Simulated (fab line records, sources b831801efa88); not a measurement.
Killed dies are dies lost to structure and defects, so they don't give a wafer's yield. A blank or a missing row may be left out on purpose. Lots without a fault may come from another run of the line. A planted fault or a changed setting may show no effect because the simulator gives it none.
fab line records | flow sfq_line
record lots=7 wafers=21 last_day=94
route steps=325 shown M0@38 I0@43
lots that met no fault: from a run of the same line without faults
start_h: hours from the record's first day to the start of the lot's first wafer shown | wait_h: hours since the lot's step before | " the same as in the row above | L1.1+2: a row that stands for several wafers | - no value, or no start given | * or withheld: withheld | < > ~ a bound
route shown NAME@n: a module of which the file shows steps, and the number in the route of the first | usual: mean/standard deviation of fault-free wafers | same: alike in all rows | chamber/n: place in a boat | sites: the reading at each site | _std_site: their standard deviation | _edge_site: outer sites' mean less inner sites' | radius_mm: how far each site lies from the wafer's centre | mask NAME#n: copy n | behind: the tool/chamber that last shaped the wafer | hold: why the lot was held/for how many hours/how that ended | device: the transistor (n, p or np) that didn't switch | end of line: the same wafers' tests at the end of the route | a step without rows: its recipe alone | killed: dies lost to structure and defects at the first sort, not the wafer's yield | map: a wafer's dies, x killed, . not, _ none there
set.NAME: the setting as run; set.NAME@STEP: as run at that earlier step | model.NAME: the simulator's own value behind a step, which no gauge read
lots at some steps of the route; a table a step, a row a wafer
services: from which hour (start_h, from the record's first day; less than 0 if before it) a tool's chamber was out of use, for how many hours, and why
## steps
# step SFQ_M0_OVL_MEAS_906
# usual M0_OVL=3/5.5
# columns lot.wafer tool chamber start_h wait_h M0_OVL[nm]
L294.1 overlay-01 - 167.74 0.1 3
L294.2 " - " " 2
L294.5 " - " " 3
L297.4 overlay-02 - 188.16 0.1 1
L297.5 " - " " -7
L297.6 " - " " -3
L308.3 overlay-01 - 247.36 0.1 -2
L308.4 " - " " 0
L308.5 " - " " 0
L309.1 overlay-01 - 250.94 0.1 2
L309.2 " - " " 2
L309.3 " - " " 6
L310.3 overlay-01 - 259.53 0.1 2
L310.4 " - " " 4
L310.5 " - " " 2
L313.1 overlay-02 - 281.94 0.1 14
L313.3 " - " " 9
L313.5 " - " " 14
L314.4 overlay-01 - 285.56 0.1 2
L314.5 " - " " 12
L314.6 " - " " 6
# step SFQ_TRILAYER_M0_BARC_OPEN_METAL_ETCH_031
# recipe mask_material=PR chemistry=O2 target_depth_nm=125 target=BARC icp_w=600 bias_w=80 pressure_mtorr=10 time_s=41.7
# usual drypump_motor_current_A=5.7/0.53 oes_product_au=0.685/0.0049
# columns lot.wafer tool chamber start_h wait_h drypump_motor_current_A oes_product_au rf_hours_counter_h
L294.1 rie_metal-01 0 167.78 0.0 5.0 0.688 85
L294.2 " 1 " " 5.6 0.687 192
L294.5 " 0 " " 5.0 0.685 -
L297.4 rie_metal-03 1 188.20 0.0 6.6 0.676 -
L297.5 " 1 " " 6.5 0.692 -
L297.6 " 0 " " 5.1 0.688 -
L308.3 rie_metal-03 0 247.40 0.0 5.1 0.693 -
L308.4 " 1 " " 6.5 0.679 -
L308.5 " 1 " " 6.5 0.681 -
L309.1 rie_metal-01 0 250.98 0.0 5.0 0.680 105
L309.2 " 1 " " 5.6 0.685 5
L309.3 " 0 " " 5.0 0.687 -
L310.3 rie_metal-01 1 259.57 0.0 5.6 0.687 -
L310.4 " 0 " " 5.0 0.680 -
L310.5 " 1 " " 5.6 0.686 -
L313.1 rie_metal-04 1 281.98 0.0 5.7 0.678 81
L313.3 " 0 " " 6.2 0.689 -
L313.5 " 0 " " 6.1 0.685 -
L314.4 rie_metal-04 1 285.60 0.0 5.7 0.689 -
L314.5 " 0 " " 6.1 0.680 -
L314.6 " 1 " " 5.7 0.681 -
# step SFQ_TRILAYER_M0_ETCH_METAL_ETCH_024
# recipe target=Nb stop_on=SiO2 mask_material=PR chemistry=Cl2/Ar target_depth_nm=240 icp_w=600 bias_w=80 pressure_mtorr=10 time_s=120
# usual drypump_motor_current_A=5.7/0.53 oes_product_au=0.896/0.0069
# columns lot.wafer tool chamber start_h wait_h drypump_motor_current_A oes_product_au rf_hours_counter_h
L294.1 rie_metal-01 0 167.84 0.0 5.0 0.901 85
L294.2 " 1 " " 5.6 0.888 192
L294.5 " 0 " " 5.0 0.897 -
L297.4 rie_metal-03 1 188.28 0.1 6.5 0.897 -
L297.5 " 1 " " 6.5 0.903 -
L297.6 " 0 " " 5.0 0.908 -
L308.3 rie_metal-03 0 247.48 0.1 5.1 0.898 -
L308.4 " 1 " " 6.5 0.901 -
L308.5 " 1 " " 6.5 0.898 -
L309.1 rie_metal-01 0 251.04 0.0 5.0 0.901 105
L309.2 " 1 " " 5.6 0.896 5
L309.3 " 0 " " 5.0 0.892 -
L310.3 rie_metal-01 1 259.65 0.1 5.6 0.883 -
L310.4 " 0 " " 5.0 0.887 -
L310.5 " 1 " " 5.6 0.892 -
L313.1 rie_metal-04 1 282.04 0.0 5.7 0.895 81
L313.3 " 0 " " 6.2 0.887 -
L313.5 " 0 " " 6.2 0.909 -
L314.4 rie_metal-04 1 285.68 0.1 5.7 0.894 -
L314.5 " 0 " " 6.2 0.878 -
L314.6 " 1 " " 5.7 0.890 -
# step SFQ_TRILAYER_M0_STRIP_STRIP_025
# recipe gas=O2 power_w=200 platen_temp_c=40 overash_fraction=0.65 chemistry=O2 pressure_mtorr=50
# usual drypump_motor_current_A=5.7/0.53 oes_product_au=1.006/0.012
# columns lot.wafer tool chamber start_h wait_h drypump_motor_current_A oes_product_au rf_hours_counter_h
L294.1 rie_metal-01 0 167.96 0.1 5.0 0.996 85
L294.2 " 1 " " 5.6 0.998 192
L294.5 " 0 " " 5.0 0.992 -
L297.4 rie_metal-03 1 188.56 0.2 6.5 1.007 -
L297.5 " 1 " " 6.5 1.012 -
L297.6 " 0 " " 5.0 0.989 -
L308.3 rie_metal-03 0 247.76 0.2 5.0 0.990 -
L308.4 " 1 " " 6.6 1.012 -
L308.5 " 1 " " 6.5 1.009 -
L309.1 rie_metal-01 0 251.16 0.1 5.0 0.990 105
L309.2 " 1 " " 5.6 0.986 5
L309.3 " 0 " " 5.0 0.992 -
L310.3 rie_metal-01 1 259.94 0.2 5.6 0.984 -
L310.4 " 0 " " 5.0 0.996 -
L310.5 " 1 " " 5.6 0.993 -
L313.1 rie_metal-04 1 282.16 0.1 5.7 1.024 81
L313.3 " 0 " " 6.2 1.007 -
L313.5 " 0 " " 6.2 1.004 -
L314.4 rie_metal-04 1 285.96 0.2 5.7 1.031 -
L314.5 " 0 " " 6.2 1.011 -
L314.6 " 1 " " 5.7 1.031 -
# step SFQ_TRILAYER_M0_STRIP_SOLV_CLEAN_026
# recipe chemistry=NMP temp_c=70 time_s=600
# step SFQ_TRILAYER_I0_DEP_PECVD_027
# recipe material=SiO2 temp_c=150 time_s=111.11 pressure_torr=2.4 rf_w=183.3 precursor=SiH4/N2O target_thk_nm=500
# usual heater_power_w=86/18 throttle_valve_pct=25.2/1.7
# columns lot.wafer tool chamber start_h wait_h heater_power_w throttle_valve_pct
L294.1 pecvd-02 0 168.91 0.0 105 26.7
L294.2 " 1 " " 100 26.0
L294.5 " 1 " " 102 25.7
L297.4 pecvd-02 0 189.18 0.0 97 26.9
L297.5 " 2 " " 87 27.6
L297.6 " 1 " " 88 25.9
L308.3 pecvd-01 1 248.34 0.0 78 23.1
L308.4 " 2 " " 71 23.1
L308.5 " 1 " " 79 23.3
L309.1 pecvd-02 0 251.94 0.0 110 26.5
L309.2 " 1 " " 107 25.7
L309.3 " 2 " " 80 27.7
L310.3 pecvd-04 0 260.51 0.0 69 26.7
L310.4 " 2 " " 109 23.3
L310.5 " 1 " " 67 24.9
L313.1 pecvd-01 2 282.94 0.0 74 23.0
L313.3 " 1 " " 75 23.4
L313.5 " 0 " " 71 21.7
L314.4 pecvd-04 1 286.58 0.0 59 25.1
L314.5 " 0 " " 71 26.9
L314.6 " 2 " " 118 23.9
# step SFQ_TRILAYER_I0_CMP_CMP_028
# recipe material=SiO2 down_force_psi=3 platen_rpm=60 pad_velocity_m_s=0.94248
# usual motor_current_A=10.0/0.75 time_to_endpoint_s=208/8.8
# columns lot.wafer tool chamber start_h wait_h motor_current_A time_to_endpoint_s
L294.2 cmp-02 3 178.65 9.7 10.3 209
L294.1 " 1 179.65 10.7 9.1 202
L294.5 " 3 180.65 11.7 10.6 208
L297.4 cmp-02 3 199.15 9.9 10.1 207
L297.5 " 3 201.15 11.9 10.4 211
L297.6 " 0 " " 10.6 206
L308.4 cmp-02 1 258.15 9.7 9.4 200
L308.3 " 2 " " 9.1 214
L308.5 " 0 259.65 11.2 11.5 199
L309.1 cmp-01 2 260.55 8.6 10.4 205
L309.3 " 3 " " 9.4 203
L309.2 " 0 " " 10.8 218
L310.4 cmp-01 0 266.55 6.0 11.4 216
L310.3 " 1 " " 10.2 207
L310.5 " 3 268.05 7.5 9.0 204
L313.1 cmp-02 0 284.02 1.0 10.6 191
L313.3 " 1 " " 9.2 211
L313.5 " 3 285.52 2.5 10.8 205
L314.4 cmp-02 3 287.62 1.0 10.2 208
L314.5 " 1 288.62 2.0 9.4 211
L314.6 " 2 " " 9.2 220
# step SFQ_I0_BOW_MEAS_907
# recipe mode=bow
# usual I0_BOW=1/7.4
# columns lot.wafer tool chamber start_h wait_h I0_BOW[um]
L294.1 film_metro-03 - 181.15 1.0 -6
L294.2 " - " " 9
L294.5 " - " " 3
L297.4 film_metro-03 - 202.21 2.6 5
L297.5 " - " " 5
L297.6 " - " " 9
L308.3 film_metro-04 - 260.19 1.0 -2
L308.4 " - " " 14
L308.5 " - " " -4
L309.1 film_metro-04 - 263.05 2.0 10
L309.2 " - " " 1
L309.3 " - " " 5
L310.3 film_metro-03 - 269.09 1.5 5
L310.4 " - " " -12
L310.5 " - " " -5
L313.1 film_metro-03 - 286.02 1.5 -17
L313.3 " - " " -4
L313.5 " - " " 9
L314.4 film_metro-03 - 289.68 1.6 4
L314.5 " - " " -2
L314.6 " - " " -9
# step SFQ_TRILAYER_I0_METRO_MEASURE_029
# step SFQ_TRILAYER_I0_VIA_LITHO_COAT_036
# recipe resist=BARC spin_rpm=3000 resist_thk_nm=62
# step SFQ_TRILAYER_I0_VIA_LITHO_COAT_031
# recipe resist=KrF spin_rpm=3000 resist_thk_nm=650
# step SFQ_TRILAYER_I0_VIA_LITHO_SOFTBAKE_035
# recipe temp_c=withheld time_s=withheld resist=KrF
# step SFQ_TRILAYER_I0_VIA_LITHO_EXPOSE_032
# recipe mask_id=I0 na=0.6 source_shape=conventional sigma_outer=0.65 target_cd_nm=500 dose_mj=21.3
# usual exposure_dose_mJ_cm2=21.297/0.02 focus_offset_nm=-0.1/0.49 sigma_outer=0.65/0
# columns lot.wafer tool chamber start_h wait_h mask exposure_dose_mJ_cm2 focus_offset_nm sigma_outer
L294.1 krf_scanner-01 0 217.40 - I0#0 21.277 -0.1 0.65
L294.2 " 0 " " I0#0 21.311 -0.2 0.65
L294.5 " 0 " " I0#0 21.284 0.5 0.65
L297.4 krf_scanner-01 0 242.10 - I0#0 21.288 -0.1 0.65
L297.5 " 0 " " I0#0 21.297 0.1 0.65
L297.6 " 0 " " I0#0 21.302 0.0 0.65
L308.3 krf_scanner-01 - 301.41 - I0#0 - - -
L308.4 " - " " I0#0 - - -
L308.5 " - " " I0#0 - - -
L309.1 krf_scanner-01 - 305.81 - I0#0 - - -
L309.2 " - " " I0#0 - - -
L309.3 " - " " I0#0 - - -
L310.3 krf_scanner-01 - 312.21 - I0#0 - - -
L310.4 " - " " I0#0 - - -
L310.5 " - " " I0#0 - - -
L313.1 krf_scanner-01 0 330.81 - I0#0 21.279 -0.4 0.65
L313.3 " 0 " " I0#0 21.276 -0.4 0.65
L313.5 " 0 " " I0#0 21.317 -0.4 0.65
L314.4 krf_scanner-01 0 333.81 - I0#0 21.300 -0.7 0.65
L314.5 " 0 " " I0#0 21.281 -0.9 0.65
L314.6 " 0 " " I0#0 21.269 0.0 0.65
# step SFQ_TRILAYER_I0_VIA_LITHO_PEB_034
# recipe peb_temp_c=115 peb_time_s=60 resist=KrF
## services
# columns tool chamber start_h hours kind
pecvd-02 - 145.97 3.6 repair
cmp-01 - 147.34 1.6 repair
rie_metal-01 - 148.47 16.1 repair
krf_scanner-01 - 151.50 1.0 pm
cmp-02 - 154.15 7.8 repair
cmp-02 - 164.97 7.2 pm
pecvd-04 - 170.78 1.1 repair
krf_scanner-01 - 181.30 1.3 pm
pecvd-04 1 182.53 18.8 repair
pecvd-04 0 183.83 11.9 repair
pecvd-04 2 188.75 2.6 repair
pecvd-01 - 194.25 14.0 pm
rie_metal-01 1 199.97 - clean
cmp-01 - 229.04 1.0 repair
cmp-01 - 231.92 7.1 pm
cmp-02 - 235.15 4.0 pm
krf_scanner-01 - 235.90 3.2 repair
krf_scanner-01 - 285.90 0.8 pm
rie_metal-04 1 289.96 2.2 repair
pecvd-02 2 291.40 5.8 repair
krf_scanner-01 - 292.65 3.6 pm
cmp-02 - 307.54 1.6 repair
krf_scanner-01 - 320.21 1.0 pm
rie_metal-04 1 331.70 15.4 repair
## key
first_sign step=SFQ_TRILAYER_I0_VIA_LITHO_EXPOSE_032 reading=tool_record direction=missing
effect none on later readings
met_at SFQ_TRILAYER_I0_VIA_LITHO_EXPOSE_032
struck_wafers L308.3,L308.4,L308.5,L309.1,L309.2,L309.3,L310.3,L310.4,L310.5
onset_between 242.10 301.41
fault kind=skipped_step_whole tool=krf_scanner-01 chamber=- onset_h=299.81 steps=SFQ_TRILAYER_I0_VIA_LITHO_EXPOSE_032 scope=struck_lots_only
